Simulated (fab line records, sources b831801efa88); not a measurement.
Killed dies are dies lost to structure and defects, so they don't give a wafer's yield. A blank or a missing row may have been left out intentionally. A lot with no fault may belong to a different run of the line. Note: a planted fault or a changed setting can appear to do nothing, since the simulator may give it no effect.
8D (eight disciplines) problem report, filled in by code ; flow sky130 ; the parts of the form that need people (team, actions taken, sign-off) are left out

## 1. WHAT WENT WRONG
Wafers without a fault read 1500.0 mTorr, standard deviation 1.3; chamber pressure mTorr at SKY_VT_ADJUST_HVTP_STRIP_10 reads a mean of 1800.4 mTorr on 9 wafers belonging to 3 lots. That is +99 or more standard deviations from the usual mean.
The step: strips in O2/N2.
The first sign was on wafer L763.1 at day 9 08:23, on plasma asher-01. The record has a number at this step for 42 wafers belonging to 14 lots. Rule for "out", or "out of limits": more than 4 standard deviations from the usual mean. The rest of the wafers with a number are treated as sound.

## 2. WHAT THIS IS AND IS NOT
question;is;is not
which readings at this step;chamber pressure mTorr, strip time to endpoint s;drypump motor current A
which lots;L763, L764, L766;L751, L752, L755, L756, L757, L760, L761, L765, L768, L773, L774
which wafers of those lots;all that have a number;-
read on which tools;plasma asher-01;plasma asher-02, plasma asher-04
when;from day 9 08:23;"up to then (21 sound wafers); but 12 sound wafers of L765, L768, L773, L774 came after"

## 3. THE SUSPECTS, EACH WITH WHAT RULES IT OUT
Counting: any tool at a process step up to the reading is kept as a suspect provided that every lot that is out went through it and no sound lot did after the first of them.
- plasma asher-01 at SKY_VT_ADJUST_HVTP_STRIP_10 (strips in O2/N2): ruled out as a lasting fault. After its first lot that is out, L763 (day 9 08:23), sound lots L774 ran on it.
Left after counting: nothing in the record.

## 4. THE CAUSE (what the simulator had put in)
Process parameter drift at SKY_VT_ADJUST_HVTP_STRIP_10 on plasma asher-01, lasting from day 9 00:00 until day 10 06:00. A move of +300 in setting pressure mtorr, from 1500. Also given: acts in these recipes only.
Counting ruled it out, wrongly.

## 5. SEQUENCE OF EFFECTS, ordered by route
Each row: a reading whose mean over the struck wafers that have a number lies more than 3 standard deviations from the usual. Only readings for which the record gives a usual standard deviation are gone through. hours: the time from each lot's start at the first step in this table that gives one to its start at this step, as a median over the lots. sigmas: the change in usual standard deviations.
hours;step;reading;usual;on struck wafers;change;sigmas
0;SKY_VT_ADJUST_HVTP_STRIP_10;chamber pressure mTorr;1500.0 mTorr;1800.4;+300.4;+99 or more
0;SKY_VT_ADJUST_HVTP_STRIP_10;oes product au;0.716 a.u.;0.739;+0.023;+5.0
0;SKY_VT_ADJUST_HVTP_STRIP_10;strip time to endpoint s;14.17 s;13.62;-0.55;-16
Process steps it contains:
- SKY_VT_ADJUST_HVTP_STRIP_10: strips in O2/N2.
Later steps that measure or inspect, where all struck wafers having a row at the step show a number for every such reading and not one has moved that far: SKY_VT_ADJUST_LVTN_OVL_MEAS_07, SKY_VT_ADJUST_LVTN_OVL_MEAS_18.

## 6. WHAT WOULD HAVE CAUGHT IT SOONER
8 hours passed between the start of the fault at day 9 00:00 and the first reading out of limits in this record, taken at day 9 08:23.
